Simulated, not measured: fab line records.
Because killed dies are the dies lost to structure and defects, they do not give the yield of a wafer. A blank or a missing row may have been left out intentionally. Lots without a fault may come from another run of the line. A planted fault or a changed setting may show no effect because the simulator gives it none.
fab line records -- flow sky130
record lots=6, wafers=18, last_day=49
route steps=708 shown VT_ADJUST_PCH@146 SONOS_TUNNEL@154 PAD_OPEN@708
lots that met no fault: taken from a fault-free run of the same line
start_h: hours from the record's opening day to when the first of the lot's shown wafers began -- wait_h: hours from the lot's prior step to this one -- " the same as in the row above -- L1.1+2: a row that stands for several wafers -- - either no value or no given start -- * or withheld: withheld -- < > ~ a bound
route shown NAME@n: names a module that has steps shown in the file, with the first one's number in the route -- usual: the fault-free wafers' mean and standard deviation -- same: alike in all rows -- chamber/n: place in a boat -- sites: each site's reading -- _std_site: standard deviation across them -- _edge_site: the outer-site mean with the inner-site mean subtracted -- radius_mm: for every site, how far away it sits from the centre of the wafer -- mask NAME#n: copy n -- behind: the most recent tool/chamber to have shaped the wafer -- hold: reason for holding the lot/hours on hold/outcome of the hold -- device: transistor that didn't switch, given as n, p or np -- end of line: the route-end tests of the same wafers -- step lacking rows: just its recipe -- killed: dies that structure and defects cost at the first sort, which is not the same as the wafer's yield -- map: a wafer's dies, marking killed ones x, the rest . and places with no die _
set.NAME: the setting the step ran with; set.NAME@STEP: the setting that earlier step ran with -- model.NAME: the simulator's own value behind a step, which no gauge read
lots at some steps of the route; a table a step, a row a wafer
services: a tool's chamber out of use, with start hour (start_h, from the record's first day; less than 0 if before it), hours out, and reason
## steps
# step SKY_VT_ADJUST_PCH_SOFTBAKE_03
# recipe temp_c=110, time_s=withheld
# step SKY_VT_ADJUST_PCH_EXPOSE_04
# recipe mask_id=NWM, na=0.6, source_shape=conventional, sigma_outer=0.6, polarization=unpolarized, target_cd_nm=840, dose_mj=255
# step SKY_VT_ADJUST_PCH_PEB_05
# recipe temp_c=115, time_s=withheld
# step SKY_VT_ADJUST_PCH_DEVELOP_06
# recipe wall_angle_deg=90, developer=TMAH, develop_time_s=60, dev_temp_c=23
# step SKY_VT_ADJUST_PCH_OVL_MEAS_07
# usual VT_ADJUST_PCH_OVL=0.4/1.2
lot.wafer,tool,chamber,start_h,wait_h,VT_ADJUST_PCH_OVL[nm]
L535.2,overlay-02,-,260.94,-,-0.2
L535.4,overlay-02,-,260.94,-,1.1
L535.6,overlay-02,-,260.94,-,1.6
L539.1,overlay-02,-,294.22,-,0.0
L539.4,overlay-02,-,294.22,-,0.8
L539.6,overlay-02,-,294.22,-,0.9
L541.3,overlay-02,-,304.28,-,0.4
L541.4,overlay-02,-,304.28,-,2.0
L541.5,overlay-02,-,304.28,-,1.7
L542.1,overlay-02,-,308.30,-,2.4
L542.2,overlay-02,-,308.30,-,1.9
L542.6,overlay-02,-,308.30,-,1.2
L543.3,overlay-02,-,319.41,-,-2.0
L543.4,overlay-02,-,319.41,-,-1.2
L543.6,overlay-02,-,319.41,-,-0.6
L550.2,overlay-01,-,374.20,-,1.9
L550.4,overlay-01,-,374.20,-,0.2
L550.6,overlay-01,-,374.20,-,1.5
# step SKY_VT_ADJUST_PCH_IMPLANT_08
# recipe species=B, energy_kev=10, dose_cm2=5e+11, tilt_deg=withheld
# step SKY_VT_ADJUST_PCH_STRIP_09
# recipe chemistry=O2/N2, power_w=1400, pressure_mtorr=1500, platen_temp_c=withheld, o2_flow_sccm=3000, n2_flow_sccm=300, overash_fraction=0.5
# usual chamber_pressure_mTorr=1500.0/1.3, drypump_motor_current_A=5.7/0.45, oes_product_au=0.722/0.0051, strip_time_to_endpoint_s=36.91/0.092
lot.wafer,tool,chamber,start_h,wait_h,chamber_pressure_mTorr,drypump_motor_current_A,oes_product_au,rf_hours_counter_h,strip_time_to_endpoint_s
L535.2,plasma_asher-02,1,261.12,0.1,1499.7,5.5,0.727,45,36.81
L535.4,plasma_asher-02,0,261.12,0.1,1499.0,6.1,0.727,-,36.94
L535.6,plasma_asher-02,0,261.12,0.1,1501.1,6.1,0.734,-,36.91
L539.1,plasma_asher-03,0,294.40,0.1,1500.8,5.8,0.725,17,36.94
L539.4,plasma_asher-03,1,294.40,0.1,1499.6,5.7,0.721,-,36.86
L539.6,plasma_asher-03,1,294.40,0.1,1500.9,5.7,0.716,-,36.96
L541.3,plasma_asher-01,1,304.49,0.1,1499.4,5.0,0.723,-,36.88
L541.4,plasma_asher-01,0,304.49,0.1,1496.1,6.4,0.730,-,36.82
L541.5,plasma_asher-01,1,304.49,0.1,1501.7,5.0,0.727,-,36.93
L542.1,plasma_asher-01,0,308.48,0.1,1497.5,6.4,0.718,57,36.92
L542.2,plasma_asher-01,1,308.48,0.1,1500.2,5.0,0.718,57,36.87
L542.6,plasma_asher-01,0,308.48,0.1,1498.5,6.4,0.712,-,36.89
L543.3,plasma_asher-02,1,319.62,0.1,1501.5,5.5,0.735,-,37.08
L543.4,plasma_asher-02,0,319.62,0.1,1498.3,6.1,0.723,-,37.15
L543.6,plasma_asher-02,0,319.62,0.1,1499.7,6.1,0.727,-,37.00
L550.2,plasma_asher-01,0,374.38,0.1,1499.4,6.4,0.719,63,36.99
L550.4,plasma_asher-01,1,374.38,0.1,1499.8,5.0,0.724,-,36.85
L550.6,plasma_asher-01,1,374.38,0.1,1499.4,5.0,0.719,-,36.93
# step SKY_VT_ADJUST_PCH_TW_MEAS_10
# usual VT_ADJUST_PCH_TW=144.4/1.1
lot.wafer,tool,chamber,start_h,wait_h,VT_ADJUST_PCH_TW
L535.2,film_metro-03,-,261.23,0.1,142.7
L535.4,film_metro-03,-,261.23,0.1,143.0
L535.6,film_metro-03,-,261.23,0.1,142.1
L539.1,film_metro-02,-,294.50,0.1,143.3
L539.4,film_metro-02,-,294.50,0.1,143.3
L539.6,film_metro-02,-,294.50,0.1,144.0
L541.3,film_metro-04,-,304.57,0.1,144.6
L541.4,film_metro-04,-,304.57,0.1,144.2
L541.5,film_metro-04,-,304.57,0.1,144.5
L542.1,film_metro-02,-,308.58,0.1,143.9
L542.2,film_metro-02,-,308.58,0.1,143.7
L542.6,film_metro-02,-,308.58,0.1,144.2
L543.3,film_metro-03,-,319.70,0.1,143.1
L543.4,film_metro-03,-,319.70,0.1,142.8
L543.6,film_metro-03,-,319.70,0.1,142.3
L550.2,film_metro-04,-,374.49,0.1,145.7
L550.4,film_metro-04,-,374.49,0.1,144.8
L550.6,film_metro-04,-,374.49,0.1,145.4
# step SKY_SONOS_TUNNEL_DEHYDRATE_00
# recipe temp_c=200, time_s=60
# step SKY_SONOS_TUNNEL_HMDS_01
# recipe prime_time_s=60, prime_temp_c=120
# step SKY_SONOS_TUNNEL_COAT_02
# recipe resist=NOVOLAK, spin_rpm=3000, resist_thk_nm=1140
# step SKY_SONOS_TUNNEL_SOFTBAKE_03
# recipe temp_c=90, time_s=60, resist=NOVOLAK
# step SKY_SONOS_TUNNEL_EXPOSE_04
# recipe mask_id=TUNM, na=0.6, source_shape=conventional, sigma_outer=0.6, polarization=unpolarized, target_cd_nm=410, dose_mj=136
lot.wafer,tool,chamber,start_h,wait_h,mask,model.SONOS_TUNNEL.overlay_x_nm
L535.2+4+6,iline_stepper-02,0,272.37,-,TUNM#0,0.901
L539.1+4+6,iline_stepper-01,0,306.25,-,TUNM#0,-1.844
L541.3+4+5,iline_stepper-01,0,316.81,-,TUNM#0,38.58
L542.1+2+6,iline_stepper-01,0,321.15,-,TUNM#0,36.91
L543.3+4+6,iline_stepper-02,0,332.69,-,TUNM#0,-0.5089
L550.2+4+6,iline_stepper-02,0,388.15,-,TUNM#0,-2.444
# step SKY_SONOS_TUNNEL_PEB_05
# recipe temp_c=withheld, time_s=*, resist=NOVOLAK
# step SKY_SONOS_TUNNEL_DEVELOP_06
# recipe resist=NOVOLAK, developer=TMAH, develop_time_s=60, dev_temp_c=23
# step SKY_SONOS_TUNNEL_CD_MEAS_07
# recipe target_cd_nm=410
# usual cd_nm=409.9/2.7
lot.wafer,tool,chamber,start_h,wait_h,cd_nm
L535.2,cd_sem-01,-,284.42,0.1,412.9
L535.4,cd_sem-01,-,284.42,0.1,410.1
L535.6,cd_sem-01,-,284.42,0.1,413.5
L539.1,cd_sem-02,-,318.62,0.1,414.8
L539.4,cd_sem-02,-,318.62,0.1,414.2
L539.6,cd_sem-02,-,318.62,0.1,413.5
L541.3,cd_sem-01,-,329.12,0.1,407.8
L541.4,cd_sem-01,-,329.12,0.1,409.0
L541.5,cd_sem-01,-,329.12,0.1,410.0
L542.1,cd_sem-02,-,333.73,0.1,411.2
L542.2,cd_sem-02,-,333.73,0.1,410.4
L542.6,cd_sem-02,-,333.73,0.1,410.3
L543.3,cd_sem-02,-,345.81,0.1,409.3
L543.4,cd_sem-02,-,345.81,0.1,411.2
L543.6,cd_sem-02,-,345.81,0.1,410.7
L550.2,cd_sem-02,-,402.70,0.1,412.8
L550.4,cd_sem-02,-,402.70,0.1,413.7
L550.6,cd_sem-02,-,402.70,0.1,412.8
# step SKY_SONOS_TUNNEL_OVL_MEAS_08
# usual SONOS_TUNNEL_OVL=-0.5/1.5
lot.wafer,tool,chamber,start_h,wait_h,SONOS_TUNNEL_OVL[nm]
L535.2,overlay-02,-,284.52,0.1,0.6
L535.4,overlay-02,-,284.52,0.1,-0.2
L535.6,overlay-02,-,284.52,0.1,0.1
L539.1,overlay-01,-,318.74,0.1,0.7
L539.4,overlay-01,-,318.74,0.1,-0.3
L539.6,overlay-01,-,318.74,0.1,-0.1
L541.3,overlay-01,-,329.21,0.1,40.0
L541.4,overlay-01,-,329.21,0.1,39.3
L541.5,overlay-01,-,329.21,0.1,38.8
L542.1,overlay-02,-,333.85,0.1,36.4
L542.2,overlay-02,-,333.85,0.1,37.2
L542.6,overlay-02,-,333.85,0.1,37.3
L543.3,overlay-01,-,345.90,0.1,0.5
L543.4,overlay-01,-,345.90,0.1,2.2
L543.6,overlay-01,-,345.90,0.1,0.0
L550.2,overlay-01,-,402.81,0.1,-1.6
L550.4,overlay-01,-,402.81,0.1,-0.2
L550.6,overlay-01,-,402.81,0.1,-1.6
# step SKY_SONOS_TUNNEL_IMPLANT_09
# recipe species=B, energy_kev=20, dose_cm2=1e+12, tilt_deg=withheld
# step SKY_PAD_OPEN_PROBE_99
# usual killed_at_M0_to_M3=42/7.4, killed_at_M4_up=3.4/1.8, killed_at_contacts=25/5.4, killed_at_front_end=15/4.4, killed_at_other=0.2/0.52, killed_dies=86/9.3, killed_open=47/7.6, killed_short=39/6.5
# same gross_dies=492, killed_at_back_side=0
lot.wafer,tool,chamber,start_h,wait_h,killed_at_M0_to_M3,killed_at_M4_up,killed_at_contacts,killed_at_front_end,killed_at_other,killed_dies,killed_open,killed_short
L542.6,prober-01,-,1140.65,0.2,48,3,15,10,0,76,46,30
# killed by level:class
L542.6 METAL2:geometric_particle:short=9 CONTACT:geometric_particle:open=8 VIA1:geometric_particle:open=7 VIA2:geometric_particle:open=7 LI_CONTACT:geometric_particle:open=6 VIA3:geometric_particle:open=6 METAL1:geometric_particle:short=5 VIA2:geometric_particle:short=5
## services
tool,chamber,start_h,hours,kind
plasma_asher-02,-,267.51,2.9,repair
plasma_asher-02,-,293.43,8.1,repair
iline_stepper-02,-,342.11,2.8,repair
plasma_asher-02,-,347.59,2.8,pm
## key
first_sign step=SKY_SONOS_TUNNEL_OVL_MEAS_08, reading=SONOS_TUNNEL_OVL, direction=up, sigmas=25, usual=-0.5, struck=38.2
effect none on later readings
model_effect step=SKY_SONOS_TUNNEL_EXPOSE_04, value=SONOS_TUNNEL.overlay_x_nm, without=0.02059, struck=37.75
met_at SKY_SONOS_TUNNEL_EXPOSE_04
struck_wafers L541.3,L541.4,L541.5,L542.1,L542.2,L542.6
tester_left_out L541,L542
onset_between 306.25 316.81
fault kind=scanner_matching_overlay, tool=iline_stepper-01, chamber=-, onset_h=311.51, steps=SKY_SONOS_TUNNEL_EXPOSE_04, offset=37.726
# tester_left_out: of these lots the tester's yield and bins aren't shown, on N5 and GAA mostly nor the transistor test; their killed dies are dies lost to structure and defects alone, not to doping, threshold or leakage, so they don't give the yield
